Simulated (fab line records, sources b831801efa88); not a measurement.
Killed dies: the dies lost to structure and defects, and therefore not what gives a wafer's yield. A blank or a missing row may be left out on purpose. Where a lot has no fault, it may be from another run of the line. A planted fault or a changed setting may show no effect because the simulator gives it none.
Matching of chambers -- flow gf180mcu -- cmp-02 running GF_V5_CMP_26: 4 sister chambers
The step polishes, stops on SiO2, t overpolish 15 s, target thk 0 nm. 8 wafers are shown with their chamber, then 7 later ones without.

WAFERS, EACH WITH ITS CHAMBER
wafer,chamber,motor-current-A (A),time-to-endpoint-s (s)
L603.2,3,8.9,83
L604.3,2,10.4,87
L604.6,3,9.5,82
L605.3,2,10.1,84
L613.5,0,11.0,90
L613.6,1,10.1,86
L622.2,0,12.3,86
L622.4,1,10.1,83

WAFERS WHOSE CHAMBER IS MISSING
wafer,motor-current-A (A),time-to-endpoint-s (s)
L622.5,9.7,78
L624.1,10.1,83
L624.3,9.6,85
L624.4,9.2,79
L625.4,9.7,84
L625.5,9.5,85
L625.6,11.5,88

WHICH CHAMBER EACH WENT THROUGH
wafer,from the rows above,in truth
L622.5,can't be placed: 3 or 1 or 2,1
L624.1,can't be placed: 1 or 2 or 3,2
L624.3,can't be placed: 1 or 2 or 3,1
L624.4,can't be placed: 3 or 1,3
L625.4,can't be placed: 1 or 3 or 2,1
L625.5,can't be placed: 1 or 3 or 2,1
L625.6,0,0
1 of 7 placed correctly. From these rows, 6 cannot be placed; in 6 the true chamber is one of the candidates. 0 placed wrongly.
How it was worked out, from the rows above alone: a wafer's distance from a chamber is the root of the sum, over the readings, of the square of ((its reading less the chamber's mean) divided by the reading's scatter). The wafer belongs to the nearest chamber; if the next one is less than 2 further off, it can't be placed. A chamber's mean is the mean of its shown wafers. The scatter is the square root of a quotient: the sum, over the shown wafers, of each reading's squared deviation from its chamber's mean, divided by wafers minus chambers.
